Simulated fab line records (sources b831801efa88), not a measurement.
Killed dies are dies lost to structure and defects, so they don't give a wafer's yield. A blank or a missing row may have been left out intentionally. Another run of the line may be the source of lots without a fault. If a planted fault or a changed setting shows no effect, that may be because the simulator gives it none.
Split-lot study ; flow gf180mcu ; 5 lots, 23 wafers read, on a route of 602 steps

ON THE SPLIT
At GF_PASSIVATION_STRIP_12 (strips in O2/N2), the setting pressure mtorr was moved away from the recipe's 1500 mTorr on 15 of the 23 wafers read, by -4.1% to +12.8%. For the rest of the wafers, this setting stayed at what the recipe calls for.

The reading is taken at the split's own step.

THE READING
oes product au, in a.u., at GF_PASSIVATION_STRIP_12 (strips in O2/N2). Fault-free wafers of this fab line usually give 0.719 a.u., standard deviation 0.0045 a.u.

wafer;tool, chamber at the split;pressure mtorr as run, mTorr;against the recipe;oes product au, a.u.;against lot-mates on the recipe
L074.2;plasma asher-04, 0;1500;recipe;0.721;-
L074.4;plasma asher-04, 1;1500;recipe;0.719;-
L074.6;plasma asher-04, 0;1500;recipe;0.713;-
L076.1;plasma asher-01, 0;1439;-4.1%;0.717;no lot-mate on the recipe
L076.2;plasma asher-01, 1;1439;-4.1%;0.708;no lot-mate on the recipe
L076.3;plasma asher-01, 1;1439;-4.1%;0.718;no lot-mate on the recipe
L076.5;plasma asher-01, 0;1439;-4.1%;0.705;no lot-mate on the recipe
L076.6;plasma asher-01, 1;1439;-4.1%;0.712;no lot-mate on the recipe
L077.1;plasma asher-04, 1;1677;+11.8%;0.735;no lot-mate on the recipe
L077.3;plasma asher-04, 0;1677;+11.8%;0.733;no lot-mate on the recipe
L077.4;plasma asher-04, 1;1677;+11.8%;0.729;no lot-mate on the recipe
L077.5;plasma asher-04, 0;1677;+11.8%;0.728;no lot-mate on the recipe
L077.6;plasma asher-04, 1;1677;+11.8%;0.736;no lot-mate on the recipe
L081.2;plasma asher-04, 0;1500;recipe;0.726;-
L081.3;plasma asher-04, 0;1500;recipe;0.716;-
L081.4;plasma asher-04, 1;1500;recipe;0.717;-
L081.5;plasma asher-04, 1;1500;recipe;0.719;-
L081.6;plasma asher-04, 0;1500;recipe;0.715;-
L084.1;plasma asher-04, 0;1692;+12.8%;0.739;no lot-mate on the recipe
L084.2;plasma asher-04, 1;1692;+12.8%;0.736;no lot-mate on the recipe
L084.3;plasma asher-04, 1;1692;+12.8%;0.725;no lot-mate on the recipe
L084.4;plasma asher-04, 0;1692;+12.8%;0.738;no lot-mate on the recipe
L084.5;plasma asher-04, 1;1692;+12.8%;0.737;no lot-mate on the recipe

FIT RESULTS
A straight line over all 23 wafers: oes product au changes by +0.0013 a.u. for each +1% of pressure mtorr; r = +0.90; the points scatter about the line by 0.0045 a.u.
Too few moved wafers have a lot-mate on the recipe to fit a line with each lot's own level taken away.
Tool readings at the split's step, against how far the setting was moved: oes product au r = +0.90; strip time to endpoint s r = -0.95.

THE WHOLE CHAIN: every reading that the file lists as answering this split, in the file's order
step;what it does;reading;change (the file's fit);r (the file's)
GF_PASSIVATION_STRIP_12;strips in O2/N2;oes product au;+0.00128 a.u. for each +1% of the setting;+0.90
GF_PASSIVATION_STRIP_12;strips in O2/N2;strip time to endpoint s;withheld for each +1% of the setting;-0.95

THE FILE'S OWN FIT
oes product au changes by +0.00128 a.u. for each +1% of pressure mtorr, r = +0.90.
